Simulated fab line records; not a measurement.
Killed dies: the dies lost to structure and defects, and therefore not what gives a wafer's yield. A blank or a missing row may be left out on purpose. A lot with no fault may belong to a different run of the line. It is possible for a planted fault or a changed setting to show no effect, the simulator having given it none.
Tool commonality check | flow gf180mcu | 42 wafers sampled across 14 lots

THE REASON FOR OPENING IT
At GF_VT_IMPLANT_TW_MEAS_21 the reading VT_IMPLANT_2_TW is flagged on 2 of 14 lots. Wafers without a fault read 1215, standard deviation 7.1.
Rule: a lot is flagged when every wafer of it that has a number lies more than 4 standard deviations from that mean, or none has a number. The other lots count as sound.

lot  | measured     | on            | VT_IMPLANT_2_TW, wafer by wafer | flag
L708 | day 6 07:24  | film metro-02 | 1216 1220 1215                  |
L709 | day 6 12:58  | film metro-02 | 1220 1224 1225                  |
L710 | day 7 01:05  | film metro-03 | 1225 1223 1220                  |
L711 | day 7 12:04  | film metro-01 | 1216 1213 1210                  |
L712 | day 7 19:01  | film metro-01 | 1215 1214 1218                  |
L713 | day 8 04:55  | film metro-01 | 1201 1204 1213                  |
L715 | day 8 07:25  | film metro-01 | 1204 1202 1208                  |
L714 | day 8 08:57  | film metro-01 | 1207 1205 1205                  |
L716 | day 8 15:26  | film metro-02 | 1220 1211 1214                  |
L718 | day 9 02:27  | film metro-03 | 1518 1517 1520                  | FLAGGED
L717 | day 9 04:04  | film metro-03 | 1512 1516 1514                  | FLAGGED
L728 | day 11 14:55 | film metro-01 | 1216 1214 1210                  |
L729 | day 11 22:40 | film metro-03 | 1216 1207 1209                  |
L730 | day 12 07:26 | film metro-02 | 1214 1214 1213                  |
On average the flagged lots' numbers are 1516, which is +301 against the usual, or +42 standard deviations.

LOT BY LOT: THE TOOL USED
The record holds 1 process step before the reading, out of a route of 602 steps. Every cell lists first the tool, next ch and the chambers used by the sampled wafers, and last the start.
lot  | flag    | GF_VT_IMPLANT_IMPLANT_19
L708 |         | implanter-04 ch 0, day 6 07:09
L709 |         | implanter-01 ch 0, day 6 12:43
L710 |         | implanter-04 ch 0, day 7 00:50
L711 |         | implanter-04 ch 0, day 7 11:50
L712 |         | implanter-03 ch 0, day 7 18:46
L713 |         | implanter-03 ch 0, day 8 04:41
L715 |         | implanter-04 ch 0, day 8 07:12
L714 |         | implanter-03 ch 0, day 8 08:42
L716 |         | implanter-03 ch 0, day 8 15:11
L718 | FLAGGED | implanter-01 ch 0, day 9 01:49
L717 | FLAGGED | implanter-03 ch 0, day 9 03:29
L728 |         | implanter-01 ch 0, day 11 14:40
L729 |         | implanter-01 ch 0, day 11 22:27
L730 |         | implanter-04 ch 0, day 12 07:11
What is done by these steps:
- GF_VT_IMPLANT_IMPLANT_19
- GF_VT_IMPLANT_TW_MEAS_21

FLAGGED OVER TOTAL, TOOL BY TOOL (the gauges that took the reading come last)
step                     | tool          | lots run | flagged | share of the flagged lots | sound lots run after its first flagged lot
GF_VT_IMPLANT_IMPLANT_19 | implanter-01  | 4        | 1       | some                      | 2 (L728,L729)
GF_VT_IMPLANT_IMPLANT_19 | implanter-03  | 5        | 1       | some                      | 0
GF_VT_IMPLANT_IMPLANT_19 | implanter-04  | 5        | 0       | none                      | -
GF_VT_IMPLANT_TW_MEAS_21 | film metro-01 | 6        | 0       | none                      | -
GF_VT_IMPLANT_TW_MEAS_21 | film metro-02 | 4        | 0       | none                      | -
GF_VT_IMPLANT_TW_MEAS_21 | film metro-03 | 4        | 2       | all                       | 1 (L729)

THE TABLE: WHAT IT ALLOWS
All flagged lots share 1 row of the table, namely film metro-03 at GF_VT_IMPLANT_TW_MEAS_21.
- film metro-03 at GF_VT_IMPLANT_TW_MEAS_21: 2 of its 4 lots flagged. Lots that were sound ran on it after the first flagged one (L729); a persistent fault on the entire tool would not allow that.
Not one row of the table ran every flagged lot while running no sound lot after the first.

WHAT HAD BEEN PUT IN BY THE SIMULATOR
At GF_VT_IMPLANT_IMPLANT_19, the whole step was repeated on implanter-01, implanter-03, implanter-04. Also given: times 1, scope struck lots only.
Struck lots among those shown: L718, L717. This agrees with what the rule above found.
